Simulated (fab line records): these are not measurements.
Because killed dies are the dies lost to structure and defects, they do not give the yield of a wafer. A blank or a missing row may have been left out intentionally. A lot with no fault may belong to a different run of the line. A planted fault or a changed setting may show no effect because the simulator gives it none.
Which tool was responsible? || flow gf180mcu || Sampling: 14 lots, 42 wafers, 4 of 602 route steps

WHAT EACH GAUGE READ, for each wafer
GF_VT_IMPLANT_RS_MEAS_48: a four-point-probe measurement.
{"lot": "L499", "measured": "day 7 22:38", "on": "film-metro-04", "LVPWELL_RS (ohm/sq)": "1197 1193 1195"}
{"lot": "L500", "measured": "day 8 01:56", "on": "film-metro-03", "LVPWELL_RS (ohm/sq)": "1202 1203 1206"}
{"lot": "L501", "measured": "day 8 09:34", "on": "film-metro-03", "LVPWELL_RS (ohm/sq)": "1200 1198 1204"}
{"lot": "L502", "measured": "day 8 15:35", "on": "film-metro-04", "LVPWELL_RS (ohm/sq)": "1196 1193 1196"}
{"lot": "L503", "measured": "day 8 22:05", "on": "film-metro-03", "LVPWELL_RS (ohm/sq)": "1204 1208 1205"}
{"lot": "L504", "measured": "day 9 05:33", "on": "film-metro-04", "LVPWELL_RS (ohm/sq)": "1194 1196 1196"}
{"lot": "L506", "measured": "day 10 03:30", "on": "film-metro-03", "LVPWELL_RS (ohm/sq)": "1201 1203 1202"}
{"lot": "L507", "measured": "day 10 10:47", "on": "film-metro-03", "LVPWELL_RS (ohm/sq)": "1202 1199 1202"}
{"lot": "L508", "measured": "day 10 12:59", "on": "film-metro-04", "LVPWELL_RS (ohm/sq)": "1195 1198 1201"}
{"lot": "L510", "measured": "day 11 00:56", "on": "film-metro-03", "LVPWELL_RS (ohm/sq)": "1203 1201 1199"}
{"lot": "L517", "measured": "day 12 21:57", "on": "film-metro-02", "LVPWELL_RS (ohm/sq)": "1196 1197 1201"}
{"lot": "L518", "measured": "day 13 00:51", "on": "film-metro-03", "LVPWELL_RS (ohm/sq)": "1207 1205 1202"}
{"lot": "L519", "measured": "day 13 08:20", "on": "film-metro-02", "LVPWELL_RS (ohm/sq)": "1193 1195 1194"}
{"lot": "L521", "measured": "day 13 21:52", "on": "film-metro-03", "LVPWELL_RS (ohm/sq)": "1198 1201 1202"}

GF_POLY_GATE_CD_MEAS_10: target cd 280 nm.
{"lot": "L499", "measured": "day 9 14:41", "on": "cd-sem-01", "cd-nm (nm)": "279.6 279.4 280.8"}
{"lot": "L500", "measured": "day 9 19:32", "on": "cd-sem-02", "cd-nm (nm)": "280.2 280.3 280.6"}
{"lot": "L501", "measured": "day 10 00:35", "on": "cd-sem-01", "cd-nm (nm)": "279.8 279.4 279.2"}
{"lot": "L502", "measured": "day 10 06:02", "on": "cd-sem-02", "cd-nm (nm)": "281.0 280.7 280.8"}
{"lot": "L503", "measured": "day 10 17:09", "on": "cd-sem-02", "cd-nm (nm)": "280.0 279.3 279.4"}
{"lot": "L504", "measured": "day 11 01:25", "on": "cd-sem-01", "cd-nm (nm)": "280.6 280.3 278.8"}
{"lot": "L506", "measured": "day 12 04:10", "on": "cd-sem-02", "cd-nm (nm)": "282.1 282.1 282.0"}
{"lot": "L507", "measured": "day 12 10:32", "on": "cd-sem-02", "cd-nm (nm)": "279.4 278.6 279.0"}
{"lot": "L508", "measured": "day 12 10:23", "on": "cd-sem-01", "cd-nm (nm)": "280.8 279.2 280.1"}
{"lot": "L510", "measured": "day 12 19:51", "on": "cd-sem-02", "cd-nm (nm)": "280.4 280.5 281.7"}
{"lot": "L517", "measured": "day 15 05:07", "on": "cd-sem-01", "cd-nm (nm)": "279.6 278.8 277.9"}
{"lot": "L518", "measured": "day 15 04:28", "on": "cd-sem-02", "cd-nm (nm)": "279.0 279.5 278.9"}
{"lot": "L519", "measured": "day 15 12:29", "on": "cd-sem-01", "cd-nm (nm)": "279.8 277.9 279.0"}
{"lot": "L521", "measured": "day 16 00:38", "on": "cd-sem-01", "cd-nm (nm)": "279.7 281.1 280.3"}

GF_HV_LDD_CD_MEAS_07: target cd 400 nm.
{"lot": "L499", "measured": "day 10 10:17", "on": "cd-sem-01", "cd-nm (nm)": "401.8 400.6 401.5"}
{"lot": "L500", "measured": "day 10 16:26", "on": "cd-sem-01", "cd-nm (nm)": "393.3 396.1 394.7"}
{"lot": "L501", "measured": "day 10 21:56", "on": "cd-sem-01", "cd-nm (nm)": "398.9 399.9 397.6"}
{"lot": "L502", "measured": "day 11 08:05", "on": "cd-sem-02", "cd-nm (nm)": "397.5 397.8 399.9"}
{"lot": "L503", "measured": "day 11 18:18", "on": "cd-sem-02", "cd-nm (nm)": "398.9 397.8 397.8"}
{"lot": "L504", "measured": "day 12 00:07", "on": "cd-sem-01", "cd-nm (nm)": "400.5 398.3 399.6"}
{"lot": "L506", "measured": "day 13 00:43", "on": "cd-sem-02", "cd-nm (nm)": "396.0 397.1 396.3"}
{"lot": "L507", "measured": "day 13 07:17", "on": "cd-sem-02", "cd-nm (nm)": "398.9 398.8 398.4"}
{"lot": "L508", "measured": "day 13 07:35", "on": "cd-sem-01", "cd-nm (nm)": "399.8 397.9 397.2"}
{"lot": "L510", "measured": "day 13 19:36", "on": "cd-sem-01", "cd-nm (nm)": "398.7 398.3 400.7"}
{"lot": "L517", "measured": "day 16 03:47", "on": "cd-sem-01", "cd-nm (nm)": "401.9 400.8 401.0"}
{"lot": "L518", "measured": "day 16 03:28", "on": "cd-sem-02", "cd-nm (nm)": "396.3 395.7 397.5"}
{"lot": "L519", "measured": "day 16 12:35", "on": "cd-sem-01", "cd-nm (nm)": "397.9 399.8 397.2"}
{"lot": "L521", "measured": "day 17 00:20", "on": "cd-sem-01", "cd-nm (nm)": "399.3 399.1 400.9"}

WHICH TOOL RAN EACH LOT (tool, then ch and the chambers of the sampled wafers, then the start)
{"lot": "L499", "GF_POLY_GATE_ETCH_13": "rie-si-02 ch 0,1,2, day 9 14:54"}
{"lot": "L500", "GF_POLY_GATE_ETCH_13": "rie-si-02 ch 0,3, day 9 19:45"}
{"lot": "L501", "GF_POLY_GATE_ETCH_13": "rie-si-02 ch 0,1,3, day 10 00:48"}
{"lot": "L502", "GF_POLY_GATE_ETCH_13": "rie-si-01 ch 1,2,3, day 10 06:14"}
{"lot": "L503", "GF_POLY_GATE_ETCH_13": "rie-si-02 ch 0,1,2, day 10 17:18"}
{"lot": "L504", "GF_POLY_GATE_ETCH_13": "rie-si-02 ch 0,1,3, day 11 01:36"}
{"lot": "L506", "GF_POLY_GATE_ETCH_13": "rie-si-01 ch 2,3, day 12 04:21"}
{"lot": "L507", "GF_POLY_GATE_ETCH_13": "rie-si-01 ch 1,2,3, day 12 10:45"}
{"lot": "L508", "GF_POLY_GATE_ETCH_13": "rie-si-02 ch 1,2, day 12 10:35"}
{"lot": "L510", "GF_POLY_GATE_ETCH_13": "rie-si-02 ch 0,1, day 12 20:00"}
{"lot": "L517", "GF_POLY_GATE_ETCH_13": "rie-si-01 ch 0,1,2, day 15 05:17"}
{"lot": "L518", "GF_POLY_GATE_ETCH_13": "rie-si-02 ch 0,1,2, day 15 04:39"}
{"lot": "L519", "GF_POLY_GATE_ETCH_13": "rie-si-02 ch 2,3, day 15 12:42"}
{"lot": "L521", "GF_POLY_GATE_ETCH_13": "rie-si-01 ch 0,3, day 16 00:48"}
- GF_POLY_GATE_ETCH_13: etches poly-Si in HBr/Cl2, stops on SiO2, target depth 198.5 nm, time 69.6 s.

AS READ BY THE TOOLS THEMSELVES (means over the sampled wafers that have a number; for cases with no such wafer, the mark the record gives instead)
GF_POLY_GATE_ETCH_13.
{"lot": "L499", "tool": "rie-si-02", "drypump-motor-current-A (A)": 5.2, "he-backside-leak-sccm (sccm)": 2.48, "oes-product-au (a.u.)": 0.996, "rf-fwd-power-W (W)": 394.9, "throttle-valve-pct (%)": 33.681}
{"lot": "L500", "tool": "rie-si-02", "drypump-motor-current-A (A)": 6.0, "he-backside-leak-sccm (sccm)": 2.69, "oes-product-au (a.u.)": 0.997, "rf-fwd-power-W (W)": 397.2, "throttle-valve-pct (%)": 33.688}
{"lot": "L501", "tool": "rie-si-02", "drypump-motor-current-A (A)": 5.4, "he-backside-leak-sccm (sccm)": 2.50, "oes-product-au (a.u.)": 0.984, "rf-fwd-power-W (W)": 396.1, "throttle-valve-pct (%)": 33.695}
{"lot": "L502", "tool": "rie-si-01", "drypump-motor-current-A (A)": 5.8, "he-backside-leak-sccm (sccm)": 2.79, "oes-product-au (a.u.)": 0.990, "rf-fwd-power-W (W)": 398.2, "throttle-valve-pct (%)": 33.678}
{"lot": "L503", "tool": "rie-si-02", "drypump-motor-current-A (A)": 5.1, "he-backside-leak-sccm (sccm)": 2.56, "oes-product-au (a.u.)": 0.997, "rf-fwd-power-W (W)": 396.8, "throttle-valve-pct (%)": 33.687}
{"lot": "L504", "tool": "rie-si-02", "drypump-motor-current-A (A)": 5.5, "he-backside-leak-sccm (sccm)": 2.48, "oes-product-au (a.u.)": 0.986, "rf-fwd-power-W (W)": 397.6, "throttle-valve-pct (%)": 33.678}
{"lot": "L506", "tool": "rie-si-01", "drypump-motor-current-A (A)": 5.7, "he-backside-leak-sccm (sccm)": 2.50, "oes-product-au (a.u.)": 0.988, "rf-fwd-power-W (W)": 398.2, "throttle-valve-pct (%)": 33.693}
{"lot": "L507", "tool": "rie-si-01", "drypump-motor-current-A (A)": 5.8, "he-backside-leak-sccm (sccm)": 2.69, "oes-product-au (a.u.)": 0.992, "rf-fwd-power-W (W)": 397.2, "throttle-valve-pct (%)": 33.685}
{"lot": "L508", "tool": "rie-si-02", "drypump-motor-current-A (A)": 5.4, "he-backside-leak-sccm (sccm)": 2.70, "oes-product-au (a.u.)": 0.983, "rf-fwd-power-W (W)": 397.3, "throttle-valve-pct (%)": 33.676}
{"lot": "L510", "tool": "rie-si-02", "drypump-motor-current-A (A)": 4.9, "he-backside-leak-sccm (sccm)": 2.50, "oes-product-au (a.u.)": 0.993, "rf-fwd-power-W (W)": 395.8, "throttle-valve-pct (%)": 33.683}
{"lot": "L517", "tool": "rie-si-01", "drypump-motor-current-A (A)": 6.0, "he-backside-leak-sccm (sccm)": 2.85, "oes-product-au (a.u.)": 0.994, "rf-fwd-power-W (W)": 397.4, "throttle-valve-pct (%)": 33.682}
{"lot": "L518", "tool": "rie-si-02", "drypump-motor-current-A (A)": 5.2, "he-backside-leak-sccm (sccm)": 2.52, "oes-product-au (a.u.)": 0.942, "rf-fwd-power-W (W)": 332.6, "throttle-valve-pct (%)": 33.697}
{"lot": "L519", "tool": "rie-si-02", "drypump-motor-current-A (A)": 6.2, "he-backside-leak-sccm (sccm)": 2.67, "oes-product-au (a.u.)": 0.924, "rf-fwd-power-W (W)": 333.5, "throttle-valve-pct (%)": 33.685}
{"lot": "L521", "tool": "rie-si-01", "drypump-motor-current-A (A)": 5.8, "he-backside-leak-sccm (sccm)": 2.52, "oes-product-au (a.u.)": 0.978, "rf-fwd-power-W (W)": 396.9, "throttle-valve-pct (%)": 33.684}

THE ANSWER, worked out from the rows above alone
Rule: usual is defined by the lots themselves. Put in order of their means at a reading, lots are off if they are a third of the lots or fewer, leave a main group of 4 or more, and stand apart from it by a gap of 3 or more times the standard deviation of the main group's means; of several such gaps the widest counts. The tables above print the reading to a certain number of digits; a main group whose means all agree to those digits is not used. Also off: a lot with no number at a reading for which 4 or more lots have one. The other lots that the step has rows for count as sound. First the gauges in route order, then the tools' own readings, where a lot's mean is used as printed above. At the first step where some lot is off, the reading lying furthest off is the one used; lots without a number count as furthest.
Off: L518, L519, at GF_POLY_GATE_ETCH_13 (rf-fwd-power-W). Mean 397.0 W and standard deviation 0.92 in the main group.
A tool fits if, at that step or a process step before it, it ran every lot that is off, and no sound lot after the first of them. One candidate fits, namely rie-si-02 at GF_POLY_GATE_ETCH_13. Its last sound lot is L510 (day 12 20:00), its first lot that is off L518 (day 15 04:39): a fault that began between those two fits.
The tool's own readings at GF_POLY_GATE_ETCH_13 bear it out: on the lots that are off they differ by more than 5 times the standard deviation of the sound lots' means. oes-product-au reads 0.933 a.u. there against 0.990 a.u. on the sound lots; rf-fwd-power-W reads 333.1 W there against 397.0 W on the sound lots.

WHAT THE SIMULATOR HAD INSERTED
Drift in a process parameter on rie-si-02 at GF_POLY_GATE_ETCH_13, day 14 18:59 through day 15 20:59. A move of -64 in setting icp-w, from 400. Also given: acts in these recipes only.
Shown lots that were struck: L518, L519. The rule above found the same.
